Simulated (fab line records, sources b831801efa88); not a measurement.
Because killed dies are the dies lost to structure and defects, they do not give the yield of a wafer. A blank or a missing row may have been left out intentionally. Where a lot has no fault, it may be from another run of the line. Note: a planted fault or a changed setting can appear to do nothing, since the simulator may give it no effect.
fab line records	flow sky130
record: lots: 6	wafers: 18	last_day: 50
route steps=708 shown POLY_GATE@217 PAD_OPEN@708
lots that met no fault: from a run of the same line without faults
start_h: the number of hours between the record's first day and the start of the first shown wafer of the lot	wait_h: hours elapsed since this lot's preceding step	" same as the row above	L1.1+2: a row that stands for several wafers	- either no value or no given start	* or withheld: withheld	< > ~ a bound
route shown NAME@n: NAME is a module with steps in the file, n the number in the route of the first one	usual: average and standard deviation across the fault-free wafers	same: alike in all rows	chamber/n: place in a boat	sites: each site's reading	_std_site: the standard deviation of these	_edge_site: the outer-site mean with the inner-site mean subtracted	radius_mm: how far each site lies from the wafer's centre	mask NAME#n: copy n	behind: the most recent tool/chamber to have shaped the wafer	hold: why the lot went on hold/how many hours it stayed there/how the hold came to an end	device: transistor that didn't switch, given as n, p or np	end of line: the tests these same wafers got at the end of their route	where a step has no rows: the recipe by itself	killed: not the wafer's yield, but the dies lost to structure and defects at the first sort	map: a wafer's dies, marking killed ones x, the rest . and places with no die _
set.NAME: the run value of the setting; set.NAME@STEP: its run value at that earlier step	model.NAME: the simulator's own value behind a step, which no gauge read
a table for each step, a row for each wafer; lots at some steps of the route
services: a tool's chamber out of use, with start hour (start_h, from the record's first day; less than 0 if before it), hours out, and reason
== steps ==
step: SKY_POLY_GATE_CVD_03
recipe: material: Si3N4	precursor: DCS/NH3	target_thk_nm: 75	temp_c: 770	time_s: 1290	pressure_mtorr: 250
step: SKY_POLY_GATE_THK_MEAS_04
recipe: reads: Si3N4_of_POLY_GATE_CVD_03
usual: POLY_GATE_CVD_03_THK: 75.1/0.56
lot.wafer	tool	chamber	start_h	wait_h	POLY_GATE_CVD_03_THK[nm]
L305.3	film_metro-01	-	366.96	0.0	74.6
L305.4	"	-	"	"	74.5
L305.5	"	-	"	"	74.7
L309.1	film_metro-02	-	402.96	0.0	75.4
L309.4	"	-	"	"	75.3
L309.5	"	-	"	"	75.6
L312.3	film_metro-02	-	429.57	0.0	75.0
L312.5	"	-	"	"	74.3
L312.6	"	-	"	"	74.1
L314.1	film_metro-02	-	445.55	0.0	74.7
L314.4	"	-	"	"	74.6
L314.5	"	-	"	"	74.9
L315.1	film_metro-02	-	456.19	0.0	75.4
L315.3	"	-	"	"	75.2
L315.6	"	-	"	"	75.5
L325.1	film_metro-03	-	531.79	0.0	75.8
L325.5	"	-	"	"	75.4
L325.6	"	-	"	"	74.9
step: SKY_POLY_GATE_DEHYDRATE_05
recipe: temp_c: 200	time_s: 60
step: SKY_POLY_GATE_HMDS_06
recipe: prime_time_s: 60	prime_temp_c: 120
step: SKY_POLY_GATE_COAT_07
recipe: resist: BARC	temp_c: withheld	time_s: withheld	spin_rpm: 3000	resist_thk_nm: 110
step: SKY_POLY_GATE_COAT_08
recipe: resist: KrF-thick	spin_rpm: 3000	resist_thk_nm: 450
step: SKY_POLY_GATE_SOFTBAKE_09
recipe: temp_c: 100	time_s: 90	resist: KrF-thick
step: SKY_POLY_GATE_EXPOSE_10
recipe: mask_id: P1M	na: 0.68	source_shape: conventional	sigma_outer: 0.6	target_cd_nm: 150	dose_mj: 28
step: SKY_POLY_GATE_PEB_11
recipe: peb_temp_c: withheld	peb_time_s: withheld	resist: KrF-thick
step: SKY_POLY_GATE_DEVELOP_12
recipe: develop_time_s: 60	resist: KrF-thick	dev_temp_c: 21
step: SKY_POLY_GATE_CD_MEAS_13
recipe: target_cd_nm: 150
usual: cd_nm: 150.3/1.4
lot.wafer	tool	chamber	start_h	wait_h	cd_nm
L305.3	cd_sem-01	-	395.46	-	150.0
L305.4	"	-	"	"	149.4
L305.5	"	-	"	"	148.9
L309.1	cd_sem-01	-	432.90	-	149.6
L309.4	"	-	"	"	151.0
L309.5	"	-	"	"	150.1
L312.3	cd_sem-02	-	460.19	-	148.8
L312.5	"	-	"	"	150.2
L312.6	"	-	"	"	148.1
L314.1	cd_sem-02	-	476.07	-	150.5
L314.4	"	-	"	"	150.3
L314.5	"	-	"	"	149.5
L315.1	cd_sem-01	-	487.47	-	150.9
L315.3	"	-	"	"	150.8
L315.6	"	-	"	"	152.1
L325.1	cd_sem-02	-	561.42	-	147.8
L325.5	"	-	"	"	148.9
L325.6	"	-	"	"	149.0
step: SKY_POLY_GATE_OVL_MEAS_14
usual: POLY_GATE_OVL: -1/5.4
lot.wafer	tool	chamber	start_h	wait_h	POLY_GATE_OVL[nm]
L305.3	overlay-01	-	395.55	0.1	2
L305.4	"	-	"	"	-2
L305.5	"	-	"	"	2
L309.1	overlay-02	-	433.02	0.1	8
L309.4	"	-	"	"	3
L309.5	"	-	"	"	-2
L312.3	overlay-02	-	460.28	0.1	2
L312.5	"	-	"	"	5
L312.6	"	-	"	"	-6
L314.1	overlay-01	-	476.19	0.1	-5
L314.4	"	-	"	"	-7
L314.5	"	-	"	"	-6
L315.1	overlay-01	-	487.59	0.1	-2
L315.3	"	-	"	"	-17
L315.6	"	-	"	"	-17
L325.1	overlay-01	-	561.54	0.1	-2
L325.5	"	-	"	"	-2
L325.6	"	-	"	"	-1
step: SKY_POLY_GATE_ETCH_15
recipe: chemistry: N2/H2	target: BARC	ion_energy_ev: 200	source_w: 500	bias_w: 100	pressure_mtorr: 30	n2_flow_sccm: 100	h2_flow_sccm: 200	stop_on: SiO2	time_s: 118.5	target_depth_a: 1100
usual: drypump_motor_current_A: 5.8/0.42	oes_product_au: 0.717/0.0047	throttle_valve_pct: 13.213/0.0091
lot.wafer	tool	chamber	start_h	wait_h	drypump_motor_current_A	oes_product_au	rf_hours_counter_h	throttle_valve_pct	model.KrF-thick_of_POLY_GATE_COAT_08.thk_nm	model.POLY_GATE.cd_nm
L305.3	rie_diel-03	1	395.58	0.0	5.4	0.721	74	13.209	343.7	148.7
L305.4	"	3	"	"	5.9	0.728	2	13.209	344.7	147.1
L305.5	"	2	"	"	5.1	0.724	-	13.208	343.9	147.6
L309.1	rie_diel-02	2	433.06	0.0	5.4	0.714	94	13.210	342.6	151
L309.4	"	3	"	"	6.4	0.716	0	13.201	343.2	151.8
L309.5	"	0	"	"	6.3	0.716	-	13.220	345.2	150.2
L312.3	rie_diel-02	2	460.31	0.0	5.4	0.711	94	13.216	382.1	158.1
L312.5	"	3	"	"	6.5	0.715	-	13.212	344.3	148.4
L312.6	"	0	"	"	6.4	0.713	-	13.193	342.9	149.2
L314.1	rie_diel-01	2	476.22	0.0	5.7	0.717	49	13.215	344.8	149.5
L314.4	"	1	"	"	5.8	0.715	6	13.222	344.7	150.3
L314.5	"	1	"	"	5.8	0.712	-	13.213	346.8	149
L315.1	rie_diel-02	3	487.62	0.0	6.4	0.722	2	13.202	346.4	149.4
L315.3	"	1	"	"	6.0	0.727	6	13.199	385.7	159.1
L315.6	"	0	"	"	6.3	0.717	-	13.224	346.1	150.5
L325.1	rie_diel-01	2	561.57	0.0	5.7	0.716	51	13.206	343.6	146.6
L325.5	"	0	"	"	5.7	0.721	-	13.221	343.9	147.9
L325.6	"	1	"	"	5.9	0.718	-	13.216	344.3	149.4
step: SKY_POLY_GATE_ETCH_16
recipe: stop_on: poly-Si	chemistry: CH3F/O2	target: Si3N4	source_w: 400	bias_w: 80	pressure_mtorr: 25	ch3f_flow_sccm: 40	O2_flow_sccm: 30	time_s: 147.5	target_depth_a: 750
usual: drypump_motor_current_A: 5.8/0.42	oes_product_au: 0.641/0.0053	throttle_valve_pct: 10.534/0.0088
lot.wafer	tool	chamber	start_h	wait_h	drypump_motor_current_A	oes_product_au	rf_hours_counter_h	throttle_valve_pct
L305.3	rie_diel-03	1	395.66	0.0	5.4	0.638	74	10.532
L305.4	"	3	"	"	5.9	0.640	2	10.527
L305.5	"	2	"	"	5.0	0.633	-	10.536
L309.1	rie_diel-02	2	433.14	0.0	5.4	0.638	94	10.530
L309.4	"	3	"	"	6.4	0.643	0	10.532
L309.5	"	0	"	"	6.4	0.639	-	10.537
L312.3	rie_diel-02	2	460.39	0.0	5.4	0.639	94	10.531
L312.5	"	3	"	"	6.3	0.640	-	10.529
L312.6	"	0	"	"	6.3	0.634	-	10.529
L314.1	rie_diel-01	2	476.31	0.0	5.7	0.631	49	10.521
L314.4	"	1	"	"	5.8	0.635	6	10.532
L314.5	"	1	"	"	5.8	0.639	-	10.542
L315.1	rie_diel-02	3	487.71	0.0	6.4	0.640	2	10.538
L315.3	"	1	"	"	6.0	0.644	6	10.544
L315.6	"	0	"	"	6.4	0.641	-	10.536
L325.1	rie_diel-01	2	561.66	0.0	5.7	0.648	51	10.529
L325.5	"	0	"	"	5.6	0.638	-	10.534
L325.6	"	1	"	"	5.8	0.643	-	10.524
step: SKY_POLY_GATE_ETCH_17
recipe: target_depth_nm: 180	stop_on: SiO2	over_etch_frac: 0.56667	chemistry: HBr/Cl2	target: poly-Si	icp_w: 400	bias_w: 100	pressure_mtorr: 10	HBr_flow_sccm: 150	Cl2_flow_sccm: 50	time_s: 70.5
usual: drypump_motor_current_A: 5.8/0.43	oes_product_au: 0.986/0.0061	throttle_valve_pct: 33.685/0.009
lot.wafer	tool	chamber	start_h	wait_h	drypump_motor_current_A	oes_product_au	rf_hours_counter_h	throttle_valve_pct	model.KrF-thick_of_POLY_GATE_COAT_08.thk_nm	model.POLY_GATE.cd_nm
L305.3	rie_si-01	3	395.76	0.0	6.6	0.986	5	33.694	138.7	149.1
L305.4	"	1	"	"	5.3	0.980	43	33.676	141.8	147.8
L305.5	"	1	"	"	5.3	0.983	-	33.683	140.4	148.8
L309.1	rie_si-02	2	433.24	0.0	6.1	0.989	46	33.687	138	150.6
L309.4	"	0	"	"	5.9	0.983	37	33.691	140.2	151.1
L309.5	"	1	"	"	5.4	0.979	-	33.681	140.5	150
L312.3	rie_si-02	3	460.49	0.0	5.2	0.990	6	33.692	176.6	158.6
L312.5	"	1	"	"	5.4	0.993	-	33.691	138.1	148.5
L312.6	"	2	"	"	6.1	0.991	-	33.693	137.5	148.9
L314.1	rie_si-02	0	476.41	0.0	5.9	0.980	37	33.681	140.4	148.6
L314.4	"	3	"	"	5.2	0.980	6	33.691	141.9	151.3
L314.5	"	2	"	"	6.1	0.986	-	33.676	142.1	149.4
L315.1	rie_si-01	0	487.81	0.0	5.9	0.988	0	33.698	141.1	150.3
L315.3	"	3	"	"	6.6	0.980	6	33.677	184	160.1
L315.6	"	0	"	"	5.9	0.991	-	33.684	141.4	150.3
L325.1	rie_si-01	0	561.75	0.0	5.9	0.990	0	33.690	138.6	146.5
L325.5	"	3	"	"	6.5	0.988	-	33.682	139.9	149.2
L325.6	"	2	"	"	6.0	0.991	-	33.685	140.3	149.5
step: SKY_POLY_GATE_STRIP_18
recipe: chemistry: O2/N2	power_w: 1400	pressure_mtorr: 1500	platen_temp_c: withheld	o2_flow_sccm: 3000	n2_flow_sccm: 300	overash_fraction: 0.5
usual: drypump_motor_current_A: 5.5/0.39	o2_flow_sccm: 3001/9	oes_product_au: 0.361/0.0043	strip_time_to_endpoint_s: 3.166/0.026
lot.wafer	tool	chamber	start_h	wait_h	drypump_motor_current_A	o2_flow_sccm	oes_product_au	rf_hours_counter_h	strip_time_to_endpoint_s
L305.3	plasma_asher-04	0	395.85	0.1	5.1	2999	0.356	-	3.150
L305.4	"	1	"	"	5.3	3009	0.357	-	3.186
L305.5	"	0	"	"	5.1	3005	0.362	-	3.175
L309.1	plasma_asher-03	0	433.29	0.0	6.0	3007	0.360	73	3.140
L309.4	"	0	"	"	6.0	2998	0.360	-	3.165
L309.5	"	0	"	"	6.0	2999	0.360	-	3.181
L312.3	plasma_asher-03	1	460.58	0.1	5.9	2997	0.378	-	3.546
L312.5	"	1	"	"	5.8	3004	0.357	-	3.149
L312.6	"	0	"	"	6.0	3005	0.364	-	3.139
L314.1	plasma_asher-04	1	476.46	0.0	5.2	3012	0.362	58	3.182
L314.4	"	1	"	"	5.2	2996	0.364	-	3.209
L314.5	"	0	"	"	5.1	2997	0.368	-	3.202
L315.1	plasma_asher-03	1	487.86	0.0	5.9	2995	0.370	79	3.165
L315.3	"	1	"	"	5.9	3004	0.377	-	3.646
L315.6	"	0	"	"	6.0	3019	0.355	-	3.188
L325.1	plasma_asher-04	1	561.81	0.0	5.2	2999	0.364	67	3.162
L325.5	"	1	"	"	5.2	3001	0.352	-	3.172
L325.6	"	0	"	"	5.1	2998	0.370	-	3.167
step: SKY_POLY_GATE_CLEAN_19
recipe: chemistry: SC1/SC2	mix: 1:4:20	temp_c: 70	time_s: 150	dry: n2_spin
step: SKY_POLY_GATE_OXIDATION_20
recipe: temp_c: 850	ambient: O2	stabilise_s: 600	purge_s: 300	target_thk_a: 40	ox_time_s: 899
step: SKY_POLY_GATE_THK_MEAS_21
recipe: reads: SiO2_of_POLY_GATE_OXIDATION_20
usual: POLY_GATE_OXIDATION_THK: 3.98/0.1
lot.wafer	tool	chamber	start_h	wait_h	POLY_GATE_OXIDATION_THK[nm]
L305.3	film_metro-01	-	399.88	0.0	4.10
L305.4	"	-	"	"	3.98
L305.5	"	-	"	"	3.99
L309.1	film_metro-01	-	436.11	0.0	3.92
L309.4	"	-	"	"	3.97
L309.5	"	-	"	"	3.99
L312.3	film_metro-01	-	463.00	0.0	3.99
L312.5	"	-	"	"	4.14
L312.6	"	-	"	"	4.09
L314.1	film_metro-01	-	478.18	0.0	3.96
L314.4	"	-	"	"	3.82
L314.5	"	-	"	"	3.87
L315.1	film_metro-03	-	489.27	0.0	3.93
L315.3	"	-	"	"	3.98
L315.6	"	-	"	"	3.91
L325.1	film_metro-02	-	563.21	0.0	3.90
L325.5	"	-	"	"	3.86
L325.6	"	-	"	"	3.83
step: SKY_POLY_GATE_CD_MEAS_22
usual: cd_nm: 150.1/1.6
lot.wafer	tool	chamber	start_h	wait_h	hold	cd_nm
L305.3	cd_sem-01	-	399.98	0.1	-	149.0
L305.4	"	-	"	"	-	147.9
L305.5	"	-	"	"	-	149.0
L309.1	cd_sem-02	-	436.17	0.1	-	150.8
L309.4	"	-	"	"	-	150.8
L309.5	"	-	"	"	-	150.1
L312.3	cd_sem-01	-	463.10	0.1	await_dispo/0.2h/release	158.7
L312.5	"	-	"	"	await_dispo/0.2h/release	148.9
L312.6	"	-	"	"	await_dispo/0.2h/release	148.9
L312.3	cd_sem-01	-	463.44	0.3	-	158.9
L312.5	"	-	"	"	-	148.3
L312.6	"	-	"	"	-	148.8
L314.1	cd_sem-01	-	478.24	0.1	-	148.7
L314.4	"	-	"	"	-	151.3
L314.5	"	-	"	"	-	149.7
L315.1	cd_sem-02	-	489.33	0.1	await_dispo/0.2h/release	150.3
L315.3	"	-	"	"	await_dispo/0.2h/release	160.2
L315.6	"	-	"	"	await_dispo/0.2h/release	150.0
L315.1	cd_sem-02	-	489.66	0.3	-	150.3
L315.3	"	-	"	"	-	159.9
L315.6	"	-	"	"	-	150.7
L325.1	cd_sem-01	-	563.27	0.1	-	146.4
L325.5	"	-	"	"	-	149.2
L325.6	"	-	"	"	-	149.5
step: SKY_PAD_OPEN_PROBE_99
usual: killed_at_M0_to_M3: 44/6.8	killed_at_M4_up: 3.4/2	killed_at_contacts: 24/5.2	killed_at_front_end: 15/5.2	killed_at_other: 0.2/0.46	killed_dies: 87/9.8	killed_open: 47/7.5	killed_short: 39/6.8
same: gross_dies: 492	killed_at_back_side: 0
lot.wafer	tool	chamber	start_h	wait_h	killed_at_M0_to_M3	killed_at_M4_up	killed_at_contacts	killed_at_front_end	killed_at_other	killed_dies	killed_open	killed_short	model.etest.pfet_01v8.r_on_ohm_um	model.etest.res_poly.line_ohm_um	model.etest.nfet_01v8.r_on_ohm_um	model.etest.sonos_uncharged.r_on_ohm_um	model.etest.pfet_01v8.drive_ua_um	model.etest.res_xhigh_po.width_nm	model.etest.res_high_po.width_nm	model.etest.res_poly.width_nm
L305.3	prober-01	-	1095.48	0.2	53	4	22	9	2	90	48	42	2919	515	848.1	803.5	189.2	349.1	350.2	93.24
L305.4	prober-01	-	1095.53	0.2	35	3	33	11	0	82	51	31	2916	528.3	834.5	806.4	191.1	346.9	348.8	92.24
L305.5	prober-01	-	1095.58	0.2	44	5	32	12	0	93	50	43	2909	516.4	833.1	794.7	190.8	348.9	348.2	93.12
L309.1	prober-01	-	1119.72	0.1	49	2	29	11	0	91	49	42	3011	487.3	846.8	802.8	183.4	350.1	351.5	94.18
L309.4	prober-01	-	1119.87	0.2	44	1	29	15	0	89	43	46	3020	484.2	833.4	810.4	181.9	350.7	352.1	95.23
L309.5	prober-01	-	1119.92	0.2	47	2	23	12	0	84	46	38	2964	504.2	836	802.6	187.8	348	350.7	93.91
L312.3	prober-02	-	1136.86	0.2	37	4	19	20	0	80	39	40	3102	482.5	898.6	840.3	177.6	357.3	359	102.7
L312.5	prober-02	-	1136.96	0.2	37	1	22	20	0	80	47	33	2942	546.5	848.8	799.6	188.5	348.8	348.8	92.67
L312.6	prober-02	-	1137.01	0.2	29	3	23	20	1	76	36	40	2917	526.3	844.2	790.2	188.8	348.5	348.9	92.81
L314.1	prober-01	-	1146.70	0.1	41	4	21	28	0	94	53	41	2879	505	822.2	790.2	193.5	348	349.2	93.02
L314.4	prober-01	-	1146.85	0.2	39	2	23	13	0	77	52	25	2965	502.2	834.2	800.4	187.4	350.5	350.9	95.28
L314.5	prober-01	-	1146.90	0.2	47	2	26	18	0	93	46	47	2934	515.2	817	799	191.7	349.9	349.4	93.27
L315.1	prober-01	-	1150.53	0.1	36	5	32	14	0	87	51	36	2853	514.1	832.1	807.5	197.9	351.9	350.6	94.62
L315.3	prober-01	-	1150.63	0.2	42	2	24	12	0	80	44	36	3008	469.6	863.3	843.4	184.3	361.5	358.1	103.8
L315.6	prober-01	-	1150.78	0.2	52	2	24	13	0	91	40	51	2836	509.3	827.2	801.7	197.7	350.5	350.3	94.48
L325.1	prober-01	-	1196.49	0.1	48	8	15	14	0	85	46	39	2807	533.1	814.2	787	201.5	346.1	345.3	90.38
L325.5	prober-01	-	1196.69	0.2	30	8	28	16	0	82	45	37	2863	530.6	836.8	812.5	195.1	349.3	350.1	93.33
L325.6	prober-01	-	1196.74	0.2	52	5	22	11	0	90	49	41	2860	526.8	828.9	795.1	195.3	349.5	350.6	93.43
killed by level:class
L305.3 VIA2:geometric_particle:open=12 VIA1:geometric_particle:open=10 CONTACT:geometric_particle:open=8 METAL2:geometric_particle:short=7 LI_CONTACT:geometric_particle:open=6 VIA1:geometric_particle:short=6 VIA3:geometric_particle:open=5 METAL3:geometric_particle:short=5
L305.4 CONTACT:geometric_particle:open=13 VIA1:geometric_particle:open=10 CONTACT:geometric_particle:short=8 METAL2:geometric_particle:short=6 LI_CONTACT:geometric_particle:open=6 FIELD_ISO:geometric_particle:open=4 FIELD_ISO:geometric_particle:short=4 VIA2:geometric_particle:open=4
L305.5 CONTACT:geometric_particle:open=13 LI_CONTACT:geometric_particle:open=10 VIA1:geometric_particle:open=8 METAL2:geometric_particle:short=7 VIA2:geometric_particle:open=6 CONTACT:geometric_particle:short=5 METAL1:geometric_particle:short=5 FIELD_ISO:geometric_particle:short=4
L309.1 VIA2:geometric_particle:open=11 VIA1:geometric_particle:open=9 CONTACT:geometric_particle:open=7 CONTACT:geometric_particle:short=7 METAL1:geometric_particle:short=7 LI_CONTACT:geometric_particle:open=6 LOCAL_INTERCONNECT:geometric_particle:short=5 METAL2:geometric_particle:short=5
L309.4 VIA2:geometric_particle:open=9 VIA3:geometric_particle:open=9 METAL2:geometric_particle:short=7 CONTACT:geometric_particle:short=7 LI_CONTACT:geometric_particle:open=7 VIA1:geometric_particle:open=6 LOCAL_INTERCONNECT:geometric_particle:short=5 CONTACT:geometric_particle:open=5
L309.5 VIA1:geometric_particle:open=9 CONTACT:geometric_particle:open=8 METAL1:geometric_particle:short=8 VIA3:geometric_particle:open=7 METAL2:geometric_particle:short=6 VIA2:geometric_particle:open=6 CONTACT:geometric_particle:short=5 LI_CONTACT:geometric_particle:open=4
L312.3 VIA1:geometric_particle:open=10 FIELD_ISO:geometric_particle:open=6 LI_CONTACT:geometric_particle:open=5 CONTACT:geometric_particle:open=5 METAL2:geometric_particle:short=5 VIA3:geometric_particle:open=5 LOCAL_INTERCONNECT:geometric_particle:short=4 FIELD_ISO:geometric_particle:short=3
L312.5 VIA1:geometric_particle:open=13 CONTACT:geometric_particle:open=10 FIELD_ISO:geometric_particle:short=6 FIELD_ISO:geometric_particle:open=5 LI_CONTACT:geometric_particle:open=5 VIA1:geometric_particle:short=5 LOCAL_INTERCONNECT:geometric_particle:short=4 METAL1:geometric_particle:short=4
L312.6 VIA3:geometric_particle:open=7 CONTACT:geometric_particle:open=7 POLY_GATE:geometric_particle:open=6 POLY_GATE:geometric_particle:short=5 LI_CONTACT:geometric_particle:short=5 VIA1:geometric_particle:short=5 VIA1:geometric_particle:open=5 LI_CONTACT:geometric_particle:open=4
L314.1 VIA1:geometric_particle:open=9 VIA3:geometric_particle:open=8 FIELD_ISO:geometric_particle:open=7 LI_CONTACT:geometric_particle:open=7 FIELD_ISO:geometric_particle:short=6 VIA2:geometric_particle:open=6 POLY_GATE:geometric_particle:open=5 LOCAL_INTERCONNECT:geometric_particle:short=5
L314.4 VIA1:geometric_particle:open=10 LI_CONTACT:geometric_particle:open=9 CONTACT:geometric_particle:open=9 VIA2:geometric_particle:open=8 VIA3:geometric_particle:short=4 FIELD_ISO:geometric_particle:short=3 FIELD_ISO:geometric_particle:open=3 METAL2:geometric_particle:open=3
L314.5 VIA2:geometric_particle:open=9 LI_CONTACT:geometric_particle:open=9 POLY_GATE:geometric_particle:short=7 CONTACT:geometric_particle:open=7 CONTACT:geometric_particle:short=6 VIA1:geometric_particle:open=6 VIA1:geometric_particle:short=5 METAL2:geometric_particle:short=5
L315.1 CONTACT:geometric_particle:open=19 METAL1:geometric_particle:short=9 VIA2:geometric_particle:open=9 CONTACT:geometric_particle:short=7 FIELD_ISO:geometric_particle:open=5 VIA1:geometric_particle:open=5 FIELD_ISO:geometric_particle:short=4 METAL4:geometric_particle:short=4
L315.3 VIA1:geometric_particle:open=9 LI_CONTACT:geometric_particle:open=8 VIA2:geometric_particle:open=7 CONTACT:geometric_particle:open=7 CONTACT:geometric_particle:short=5 METAL2:geometric_particle:short=5 POLY_GATE:geometric_particle:short=4 METAL1:geometric_particle:short=4
L315.6 VIA1:geometric_particle:open=11 VIA1:geometric_particle:short=9 CONTACT:geometric_particle:open=7 LI_CONTACT:geometric_particle:open=6 CONTACT:geometric_particle:short=6 METAL1:geometric_particle:short=6 METAL2:geometric_particle:short=6 VIA3:geometric_particle:short=5
L325.1 VIA3:geometric_particle:open=11 LI_CONTACT:geometric_particle:open=9 VIA1:geometric_particle:open=8 METAL1:geometric_particle:short=7 METAL4:geometric_particle:short=6 VIA1:geometric_particle:short=6 METAL3:geometric_particle:short=6 POLY_GATE:geometric_particle:open=4
L325.5 LI_CONTACT:geometric_particle:open=9 VIA1:geometric_particle:open=8 LOCAL_INTERCONNECT:geometric_particle:short=7 FIELD_ISO:geometric_particle:open=6 CONTACT:geometric_particle:open=6 VIA2:geometric_particle:open=5 METAL4:geometric_particle:short=5 CONTACT:geometric_particle:short=4
L325.6 VIA1:geometric_particle:open=11 CONTACT:geometric_particle:open=9 METAL2:geometric_particle:short=8 LI_CONTACT:geometric_particle:open=7 VIA3:geometric_particle:open=7 METAL1:geometric_particle:short=5 VIA2:geometric_particle:open=5 VIA1:geometric_particle:short=5
== services ==
tool	chamber	start_h	hours	kind
rie_diel-01	0	392.48	9.7	repair
rie_diel-02	-	403.57	1.2	repair
rie_diel-02	3	405.69	-	clean
rie_diel-02	3	405.69	16.4	scheduled_down
rie_diel-02	3	405.69	16.4	vent_cycle
rie_diel-01	0	408.18	11.0	repair
rie_diel-03	-	410.81	2.8	pm
rie_si-01	0	420.55	6.1	repair
plasma_asher-04	-	454.71	6.5	repair
rie_diel-01	1	458.55	9.8	repair
rie_diel-03	0	460.95	1.3	repair
rie_diel-02	1	471.81	4.6	repair
rie_diel-02	2	483.48	-	clean
rie_diel-02	2	483.48	20.6	scheduled_down
rie_si-01	3	515.42	6.0	repair
rie_diel-03	-	518.53	0.3	repair
rie_diel-03	0	539.54	5.4	repair
rie_diel-03	1	539.55	1.6	repair
rie_diel-01	-	547.54	2.4	repair
rie_si-02	-	548.03	28.1	pm
rie_diel-01	3	548.67	15.9	repair
rie_diel-01	-	551.19	2.8	pm
rie_diel-03	-	552.41	1.6	repair
rie_diel-03	0	559.48	4.6	repair
== key ==
first_sign: step: SKY_POLY_GATE_STRIP_18	reading: strip_time_to_endpoint_s	direction: up	sigmas: 17	usual: *	struck: *
effect: step: SKY_POLY_GATE_STRIP_18	reading: oes_product_au	direction: up	sigmas: 3.8	usual: 0.361	struck: 0.377
effect: step: SKY_POLY_GATE_CD_MEAS_22	reading: visit	direction: added
effect: step: SKY_POLY_GATE_CD_MEAS_22	reading: cd_nm	direction: up	sigmas: 5.7	usual: 150.1	struck: 159.5
model_effect: step: SKY_POLY_GATE_ETCH_15	value: KrF-thick_of_POLY_GATE_COAT_08.thk_nm	without: 345	struck: 383.9
model_effect: step: SKY_POLY_GATE_ETCH_17	value: KrF-thick_of_POLY_GATE_COAT_08.thk_nm	without: 141.4	struck: 180.3
model_effect: step: SKY_PAD_OPEN_PROBE_99	value: etest.pfet_01v8.r_on_ohm_um	without: 2908	struck: 3055
met_at SKY_POLY_GATE_ETCH_15
struck_wafers L312.3,L315.3
tester_left_out L312,L315
onset_between 433.06 460.31
fault: kind: process_parameter_drift	tool: rie_diel-02	chamber: -	onset_h: 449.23	steps: SKY_POLY_GATE_ETCH_15	channel: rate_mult	offset: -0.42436	shape: step	end_h: 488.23	scope: struck_wafers_only
tester_left_out: of these lots the tester's yield and bins aren't shown, on N5 and GAA mostly nor the transistor test; their killed dies are dies lost to structure and defects alone, not to doping, threshold or leakage, so they don't give the yield
